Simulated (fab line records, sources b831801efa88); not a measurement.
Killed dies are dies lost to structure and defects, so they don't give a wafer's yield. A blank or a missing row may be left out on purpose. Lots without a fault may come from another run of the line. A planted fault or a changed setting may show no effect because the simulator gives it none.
A struck lot beside a sound one | flow sky130 | 14 steps out of a route of 708
Sound: wafers L647.1, L647.2, L647.4. Struck: wafers L652.1, L652.5, L652.6. The cause comes at the end.
At each step with rows: each side's tool, then ch and its chambers, then its first start. Under that, the readings that differ: sound wafers | struck wafers | difference of the means | sigmas: that difference in standard deviations of wafers without a fault.
alike: readings whose means differ by less than 2 such deviations, and words and numbers that are the same on both sides. not compared: withheld readings, readings that some wafer has no value for, bounds like >300 that may hide the same value, and numbers for which the record gives no deviation and whose values overlap.
The two part at a step that has a row with sigmas, a row that says differs or no value, or rows on one side only. Numbers that don't overlap but have no deviation are shown without sigmas and don't part them. A reading that every wafer of one side lacks parts them only if that side has two wafers or more.

first, 8 steps without rows for these wafers: SKY_VIA3_DEHYDRATE_04 (time 60 s); SKY_VIA3_HMDS_05 (prime time 60 s); SKY_VIA3_COAT_06 (resist thk 60 nm); SKY_VIA3_COAT_07 (resist thk 450 nm); SKY_VIA3_SOFTBAKE_08 (time 90 s); SKY_VIA3_EXPOSE_09 (exposes mask VIM3, target cd 200 nm); SKY_VIA3_PEB_10; SKY_VIA3_DEVELOP_11 (develop time 60 s).
SKY_VIA3_CD_MEAS_12: target cd 200 nm.
  sound on cd_sem-02, day 42 16:41; struck on cd_sem-01, day 43 18:17
  alike: cd_nm
SKY_VIA3_OVL_MEAS_13:
  sound on overlay-01, day 42 16:48; struck on overlay-01, day 43 18:24
  alike: VIA3_OVL
SKY_VIA3_ETCH_14: etches BARC in N2/H2, stops on SiO2, time 45.9 s, target depth 60 nm.
  sound on rie_diel-02 ch 0,1,2, day 42 16:50; struck on rie_diel-02 ch 0,3, day 43 18:26
  alike: drypump_motor_current_A, oes_product_au, throttle_valve_pct
  not compared: rf_hours_counter_h
SKY_VIA3_ETCH_15: etches SiO2 in C4F8/O2/Ar, stops on TiN, target depth 507 nm, time 78 s.
  sound on rie_diel-02 ch 0,1,2, day 42 16:52; struck on rie_diel-02 ch 0,3, day 43 18:28
  alike: oes_product_au
SKY_VIA3_STRIP_16: strips in O2/N2.
  sound on plasma_asher-03 ch 0,1, day 42 16:56; struck on plasma_asher-01 ch 0,1, day 43 18:32
  no value came back on the struck wafers for chamber_pressure_mTorr (mTorr), drypump_motor_current_A (A), oes_product_au (a.u.), strip_time_to_endpoint_s (s); on the sound wafers chamber_pressure_mTorr (mTorr) reads 1498.3 1497.6 1501.7
  reading                                     | sound | struck            | difference | sigmas
  model.KrF-thick_of_VIA3_COAT_07.thk_nm (nm) | 0 0 0 | 291.1 289.6 290.9 | +290.5     |
  not compared: rf_hours_counter_h
then, 1 step without rows for these wafers: SKY_VIA3_STRIP_17 (strips in post etch residue remover, time 1200 s).

WHERE THEY PART
Only at SKY_VIA3_STRIP_16, within this record.

WHY: what the simulator had put in
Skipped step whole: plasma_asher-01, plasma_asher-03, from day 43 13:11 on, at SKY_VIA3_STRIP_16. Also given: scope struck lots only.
